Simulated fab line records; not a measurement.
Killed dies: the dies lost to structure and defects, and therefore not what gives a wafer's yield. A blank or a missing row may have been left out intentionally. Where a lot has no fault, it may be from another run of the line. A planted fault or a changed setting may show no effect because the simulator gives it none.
fab line records    flow gf180mcu
record lots=10  wafers=30  last-day=34
route steps=602 shown V2@403 M3@409
lots with no fault: from the same line, run without faults
start-h: start of the lot's first displayed wafer, in hours after the record's first day    wait-h: time in hours since the lot's previous step    " repeats the value in the row above    L1.1+2: a row that stands for several wafers    - no value, or no start was given    * or withheld: withheld    < > ~ a bound
route shown NAME@n: NAME is a module with steps in the file, n the number in the route of the first one    usual: average and standard deviation across the fault-free wafers    same: alike in all rows    chamber/n: place in a boat    sites: readings site by site    _std_site: their standard deviation    _edge_site: the outer-site mean with the inner-site mean subtracted    radius-mm: how far each site lies from the wafer's centre    mask NAME#n: copy n    behind: tool/chamber where the wafer was last shaped    hold: why the lot went on hold/how many hours it stayed there/how the hold came to an end    device: the n, p or np transistor that did not switch    end of line: at the end of the route, the tests of the same wafers    where a step has no rows: the recipe by itself    killed: dies lost to structure and defects at the first sort, not the wafer's yield    map: per-die view of a wafer (x killed, . not killed, _ where there is no die)
set.NAME: setting as actually run; set.NAME@STEP: the setting as run at that earlier step    model.NAME: the simulator's own value behind a step, which no gauge read
route steps across a sampled set of lots; one table per step, one row per wafer
services: when a tool's chamber went out of use (start-h, in hours from the record's first day, below 0 if earlier), for how many hours, and the reason
## steps
# step GF_V2_SPUTTER_21
# recipe material=Ti  target-thk-nm=15  chamber-pressure-pa=5  power-w=2500  substrate-temp-c=200  time-s=80.02
# usual throttle-valve-pct=30.2/0.8
lot.wafer  tool            chamber  start-h  wait-h  throttle-valve-pct
L859.1     pvd-sputter-01  -        447.68   0.0     29.3
L859.2     "               -        "        "       28.7
L859.3     "               -        "        "       29.7
L863.2     pvd-sputter-03  -        487.72   0.0     30.4
L863.5     "               -        "        "       31.1
L863.6     "               -        "        "       30.2
L864.2     pvd-sputter-01  -        552.17   0.0     29.9
L864.3     "               -        "        "       30.1
L864.5     "               -        "        "       29.7
L865.1     pvd-sputter-03  -        555.80   0.0     29.1
L865.3     "               -        "        "       30.8
L865.5     "               -        "        "       30.6
L866.3     pvd-sputter-03  -        557.09   0.0     30.9
L866.4     "               -        "        "       31.2
L866.5     "               -        "        "       30.8
L868.2     pvd-sputter-04  -        558.98   0.0     30.6
L868.3     "               -        "        "       30.4
L868.4     "               -        "        "       31.0
L871.1     pvd-sputter-01  -        576.77   0.0     28.7
L871.2     "               -        "        "       29.6
L871.5     "               -        "        "       28.5
L875.2     pvd-sputter-04  -        613.81   0.0     30.5
L875.5     "               -        "        "       30.6
L875.6     "               -        "        "       30.1
L881.2     pvd-sputter-03  -        657.16   0.0     30.4
L881.4     "               -        "        "       30.7
L881.6     "               -        "        "       30.7
L880.2     pvd-sputter-04  -        657.51   0.0     31.2
L880.5     "               -        "        "       30.5
L880.6     "               -        "        "       29.5
# step GF_V2_CMP_26
# recipe stop-on=SiO2  down-force-psi=3.5  platen-rpm=60  t-overpolish-s=15  target-thk-nm=0  pad-velocity-m-s=0.94248
# usual motor-current-A=11.2/1  overpolish-run-s=14.999/0.0093  time-to-endpoint-s=82/3.3
lot.wafer  tool    chamber  start-h  wait-h  motor-current-A  overpolish-run-s  time-to-endpoint-s
L859.2     cmp-02  0        448.07   0.0     12.6             15.006            79
L859.1     "       1        "        "       12.0             14.998            81
L859.3     "       2        "        "       10.3             14.986            79
L863.2     cmp-01  1        488.16   0.1     11.7             15.012            77
L863.6     "       0        "        "       12.1             14.996            82
L863.5     "       1        "        "       11.2             14.999            81
L864.3     cmp-02  1        552.61   0.1     11.5             15.009            89
L864.2     "       3        "        "       10.4             14.989            83
L864.5     "       0        "        "       13.3             14.992            83
L865.3     cmp-02  3        556.19   0.0     10.8             14.998            83
L865.1     "       2        "        "       10.1             14.990            84
L865.5     "       3        "        "       10.6             14.983            85
L866.4     cmp-02  1        557.48   0.0     11.2             14.994            85
L866.3     "       3        "        "       11.1             15.013            85
L866.5     "       1        "        "       11.6             14.995            87
L868.4     cmp-01  3        559.38   0.0     10.0             15.010            80
L868.2     "       0        "        "       11.9             15.015            87
L868.3     "       1        "        "       11.2             14.999            81
L871.1     cmp-01  0        577.17   0.1     12.4             15.007            81
L871.2     "       2        "        "       9.7              14.992            76
L871.5     "       0        "        "       11.4             15.005            85
L875.2     cmp-02  3        614.31   0.1     10.8             14.990            83
L875.6     "       1        "        "       11.9             14.994            88
L875.5     "       2        "        "       11.2             15.014            80
L881.4     cmp-01  2        657.77   0.1     9.2              15.008            80
L881.2     "       3        "        "       10.0             14.988            80
L881.6     "       1        "        "       11.3             14.998            78
L880.2     cmp-02  2        658.07   0.1     10.5             14.995            84
L880.5     "       1        "        "       12.0             14.995            90
L880.6     "       2        "        "       10.8             14.998            80
# step GF_M3_SPUTTER_00
# recipe material=Ti  target-thk-nm=37.5  arriving-ion-energy-ev=80  substrate-temp-c=200  chamber-pressure-pa=2  power-w=4000  time-s=150
# usual throttle-valve-pct=29.9/0.62
lot.wafer  tool            chamber  start-h  wait-h  throttle-valve-pct
L859.1     pvd-sputter-02  -        448.37   0.2     30.5
L859.2     "               -        "        "       28.9
L859.3     "               -        "        "       29.5
L863.2     pvd-sputter-02  -        488.41   0.2     29.8
L863.5     "               -        "        "       30.6
L863.6     "               -        "        "       29.2
L864.2     pvd-sputter-02  -        552.86   0.1     29.8
L864.3     "               -        "        "       29.7
L864.5     "               -        "        "       29.4
L865.1     pvd-sputter-04  -        556.49   0.1     31.2
L865.3     "               -        "        "       29.6
L865.5     "               -        "        "       30.9
L866.3     pvd-sputter-02  -        557.78   0.1     29.9
L866.4     "               -        "        "       30.4
L866.5     "               -        "        "       29.1
L868.2     pvd-sputter-02  -        559.68   0.2     29.6
L868.3     "               -        "        "       29.5
L868.4     "               -        "        "       29.3
L871.1     pvd-sputter-02  -        577.47   0.2     30.4
L871.2     "               -        "        "       29.4
L871.5     "               -        "        "       29.5
L875.2     pvd-sputter-01  -        614.53   0.2     29.9
L875.5     "               -        "        "       29.5
L875.6     "               -        "        "       30.0
L881.2     pvd-sputter-01  -        657.97   0.1     29.9
L881.4     "               -        "        "       28.6
L881.6     "               -        "        "       28.4
L880.2     pvd-sputter-02  -        658.32   0.2     29.3
L880.5     "               -        "        "       29.6
L880.6     "               -        "        "       29.3
# step GF_M3_SPUTTER_02
# recipe material=AlCu  target-thk-nm=450  power-w=10600  time-s=23.9  chamber-pressure-pa=0.4
# usual throttle-valve-pct=29.9/0.64
lot.wafer  tool            chamber  start-h  wait-h  throttle-valve-pct
L859.1     pvd-sputter-02  -        448.50   0.0     30.6
L859.2     "               -        "        "       29.4
L859.3     "               -        "        "       29.5
L863.2     pvd-sputter-02  -        488.54   0.0     29.5
L863.5     "               -        "        "       30.4
L863.6     "               -        "        "       29.3
L864.2     pvd-sputter-02  -        552.99   0.0     29.4
L864.3     "               -        "        "       29.8
L864.5     "               -        "        "       29.5
L865.1     pvd-sputter-04  -        556.62   0.0     31.2
L865.3     "               -        "        "       29.3
L865.5     "               -        "        "       31.4
L866.3     pvd-sputter-02  -        557.91   0.0     29.7
L866.4     "               -        "        "       30.2
L866.5     "               -        "        "       29.8
L868.2     pvd-sputter-02  -        559.81   0.0     29.5
L868.3     "               -        "        "       29.6
L868.4     "               -        "        "       29.1
L871.1     pvd-sputter-02  -        577.60   0.0     30.6
L871.2     "               -        "        "       29.6
L871.5     "               -        "        "       29.5
L875.2     pvd-sputter-01  -        614.66   0.0     29.8
L875.5     "               -        "        "       29.4
L875.6     "               -        "        "       29.8
L881.2     pvd-sputter-01  -        658.10   0.0     29.9
L881.4     "               -        "        "       28.5
L881.6     "               -        "        "       28.6
L880.2     pvd-sputter-02  -        658.45   0.0     29.7
L880.5     "               -        "        "       29.6
L880.6     "               -        "        "       29.2
# step GF_M3_RS_MEAS_05
# recipe thk-meas-gauge=four-point-probe  reads=TiN_of_M3_SPUTTER_04+Ti_of_M3_SPUTTER_03+AlCu_of_M3_SPUTTER_02+TiN_of_M3_SPUTTER_01+Ti_of_M3_SPUTTER_00
# usual M3_ALCU_RS=0.0697/0.00091
lot.wafer  tool           chamber  start-h  wait-h  M3_ALCU_RS[ohm/sq]
L859.1     film-metro-02  -        448.59   0.0     0.0691
L859.2     "              -        "        "       0.0685
L859.3     "              -        "        "       0.0698
L863.2     film-metro-04  -        488.65   0.0     0.0695
L863.5     "              -        "        "       0.0693
L863.6     "              -        "        "       0.0684
L864.2     film-metro-01  -        553.10   0.0     0.0704
L864.3     "              -        "        "       0.0701
L864.5     "              -        "        "       0.0687
L865.1     film-metro-04  -        556.71   0.0     0.0689
L865.3     "              -        "        "       0.0691
L865.5     "              -        "        "       0.0685
L866.3     film-metro-01  -        558.04   0.1     0.1302
L866.4     "              -        "        "       0.0706
L866.5     "              -        "        "       0.0706
L868.2     film-metro-04  -        559.92   0.0     0.1266
L868.3     "              -        "        "       0.1257
L868.4     "              -        "        "       0.0683
L871.1     film-metro-01  -        577.69   0.0     0.1295
L871.2     "              -        "        "       0.1263
L871.5     "              -        "        "       0.0718
L875.2     film-metro-04  -        614.77   0.0     0.0700
L875.5     "              -        "        "       0.0692
L875.6     "              -        "        "       0.0699
L881.2     film-metro-01  -        658.21   0.0     0.0698
L881.4     "              -        "        "       0.0707
L881.6     "              -        "        "       0.0703
L880.2     film-metro-02  -        658.56   0.0     0.0711
L880.5     "              -        "        "       0.0709
L880.6     "              -        "        "       0.0692
# step GF_M3_THK_MEAS_06
# recipe thk-meas-gauge=xrf  reads=AlCu_of_M3_SPUTTER_02
# usual M3_ALCU_THK=444/5.8
lot.wafer  tool           chamber  start-h  wait-h  M3_ALCU_THK[nm]
L859.1     film-metro-02  -        448.71   0.1     446
L859.2     "              -        "        "       449
L859.3     "              -        "        "       442
L863.2     film-metro-04  -        488.76   0.1     445
L863.5     "              -        "        "       443
L863.6     "              -        "        "       452
L864.2     film-metro-01  -        553.21   0.1     443
L864.3     "              -        "        "       447
L864.5     "              -        "        "       451
L865.1     film-metro-04  -        556.83   0.1     444
L865.3     "              -        "        "       444
L865.5     "              -        "        "       447
L866.3     film-metro-01  -        558.14   0.1     242
L866.4     "              -        "        "       441
L866.5     "              -        "        "       442
L868.2     film-metro-04  -        560.03   0.1     245
L868.3     "              -        "        "       246
L868.4     "              -        "        "       451
L871.1     film-metro-01  -        577.81   0.1     243
L871.2     "              -        "        "       250
L871.5     "              -        "        "       433
L875.2     film-metro-04  -        614.88   0.1     439
L875.5     "              -        "        "       446
L875.6     "              -        "        "       440
L881.2     film-metro-01  -        658.32   0.1     446
L881.4     "              -        "        "       444
L881.6     "              -        "        "       445
L880.2     film-metro-02  -        658.67   0.1     437
L880.5     "              -        "        "       438
L880.6     "              -        "        "       448
# step GF_M3_METAL_ETCH_16
# recipe chemistry=Cl2/BCl3  mask-material=KrF  target-depth-nm=627.5  stop-on=SiO2  pressure-mtorr=8  icp-w=800  bias-w=140  Cl2_flow_sccm=80  bcl3-flow-sccm=40  time-s=104.6
# usual bias-w=140.0/0.37  chamber-pressure-mTorr=8.000/0.0065  drypump-motor-current-A=6.0/0.48  mfc-cl2-sccm=79.97/0.26  oes-product-au=0.971/0.0067  throttle-valve-pct=28.251/0.01
lot.wafer  tool          chamber  start-h  wait-h  bias-w  chamber-pressure-mTorr  drypump-motor-current-A  mfc-cl2-sccm  oes-product-au  rf-hours-counter-h  throttle-valve-pct
L859.1     rie-metal-03  0        473.93   0.0     139.5   7.996                   5.6                      79.77         0.972           9                   28.254
L859.2     "             1        "        "       139.3   8.000                   6.1                      79.66         0.972           9                   28.244
L859.3     "             0        "        "       139.3   7.998                   5.6                      79.55         0.972           -                   28.245
L863.2     rie-metal-02  1        513.28   0.1     139.7   8.000                   6.4                      79.57         0.968           -                   28.257
L863.5     "             1        "        "       140.1   7.993                   6.4                      79.74         0.963           -                   28.239
L863.6     "             1        "        "       140.0   7.994                   6.4                      79.54         0.970           -                   28.252
L864.2     rie-metal-01  0        574.64   0.0     140.2   7.998                   6.2                      79.73         0.962           3                   28.237
L864.3     "             0        "        "       140.2   8.011                   6.3                      79.67         0.984           -                   28.259
L864.5     "             1        "        "       140.3   8.004                   5.0                      80.31         0.978           -                   28.253
L865.1     rie-metal-03  1        578.02   0.0     139.5   7.993                   6.1                      79.50         0.968           12                  28.267
L865.3     "             0        "        "       140.0   7.998                   5.6                      79.87         0.972           -                   28.235
L865.5     "             1        "        "       139.4   8.000                   6.1                      79.68         0.975           -                   28.228
L866.3     rie-metal-02  0        579.04   0.1     140.5   8.017                   6.4                      79.95         0.767           -                   28.456
L866.4     "             1        "        "       139.8   8.011                   6.4                      79.96         0.961           -                   28.260
L866.5     "             0        "        "       140.1   8.001                   6.4                      79.73         0.967           -                   28.259
L868.2     rie-metal-03  0        581.31   0.1     140.3   7.997                   5.6                      79.81         0.779           -                   28.474
L868.3     "             0        "        "       139.7   7.998                   5.6                      79.90         0.776           -                   28.466
L868.4     "             0        "        "       140.0   7.996                   5.6                      79.91         0.982           -                   28.235
L871.1     rie-metal-02  0        598.96   0.0     140.1   8.005                   6.4                      80.03         0.774           2                   28.466
L871.2     "             1        "        "       139.6   7.991                   6.4                      80.28         0.773           1                   28.472
L871.5     "             1        "        "       140.5   8.007                   6.4                      80.41         0.963           -                   28.274
L875.2     rie-metal-01  0        634.61   0.1     140.9   7.995                   6.2                      80.26         0.973           -                   28.249
L875.5     "             0        "        "       139.5   8.001                   6.3                      80.16         0.986           -                   28.242
L875.6     "             0        "        "       139.8   8.004                   6.3                      80.16         0.973           -                   28.243
L881.2     rie-metal-02  1        677.00   0.0     139.9   7.995                   6.4                      80.06         0.972           4                   28.257
L881.4     "             0        "        "       139.9   7.993                   6.4                      79.94         0.967           -                   28.256
L881.6     "             1        "        "       140.4   8.002                   6.4                      80.27         0.967           -                   28.238
L880.2     rie-metal-01  1        677.35   0.0     140.4   8.011                   5.0                      80.16         0.965           1                   28.263
L880.5     "             1        "        "       140.4   8.001                   5.0                      80.34         0.959           -                   28.253
L880.6     "             0        "        "       140.3   8.010                   6.2                      80.24         0.974           -                   28.242
## services
tool            chamber  start-h  hours  kind
rie-metal-03    -        427.69   1.4    pm
rie-metal-01    1        449.18   4.0    repair
cmp-01          -        470.13   3.6    repair
cmp-02          -        471.78   1.4    repair
pvd-sputter-03  -        473.45   1.6    repair
rie-metal-02    1        481.51   9.9    repair
pvd-sputter-02  -        489.47   8.8    repair
rie-metal-01    -        502.46   2.8    pm
cmp-02          -        516.86   0.2    repair
rie-metal-03    1        522.29   12.3   repair
pvd-sputter-03  -        541.32   1.4    repair
pvd-sputter-01  -        553.23   11.6   repair
cmp-02          -        563.49   1.8    repair
cmp-02          -        572.38   4.0    pm
rie-metal-03    1        578.35   6.9    repair
cmp-01          -        591.55   22.1   repair
pvd-sputter-02  -        592.84   4.5    repair
pvd-sputter-02  3        604.75   -      consumable-replace:kit
cmp-01          -        604.81   1.0    repair
cmp-01          -        613.66   5.0    pm
cmp-01          -        632.23   2.5    repair
pvd-sputter-02  -        644.05   0.9    repair
rie-metal-01    -        647.48   1.7    repair
rie-metal-02    -        658.80   2.8    pm
## key
first-sign step=GF_M3_RS_MEAS_05  reading=M3_ALCU_RS  direction=up  sigmas=63  usual=0.0697  struck=0.1276
effect step=GF_M3_THK_MEAS_06  reading=M3_ALCU_THK  direction=down  sigmas=34  usual=444  struck=245
effect step=GF_M3_METAL_ETCH_16  reading=oes-product-au  direction=down  sigmas=30  usual=0.971  struck=0.774
met-at GF_M3_SPUTTER_02
struck-lots L866,L868,L871
struck-wafers L866.3,L868.2,L868.3,L871.1,L871.2
not-acting-at GF_V2_SPUTTER_21,GF_V2_CMP_26,GF_M3_SPUTTER_00
onset-between 552.99 557.91
fault kind=process-parameter-drift  tool=pvd-sputter-02  chamber=-  onset-h=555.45  steps=GF_M3_SPUTTER_02  channel=target-thk-nm  offset=-195.25  shape=step  end-h=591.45  scope=struck-wafers-only  acts-in=these-recipes-only  stated=450
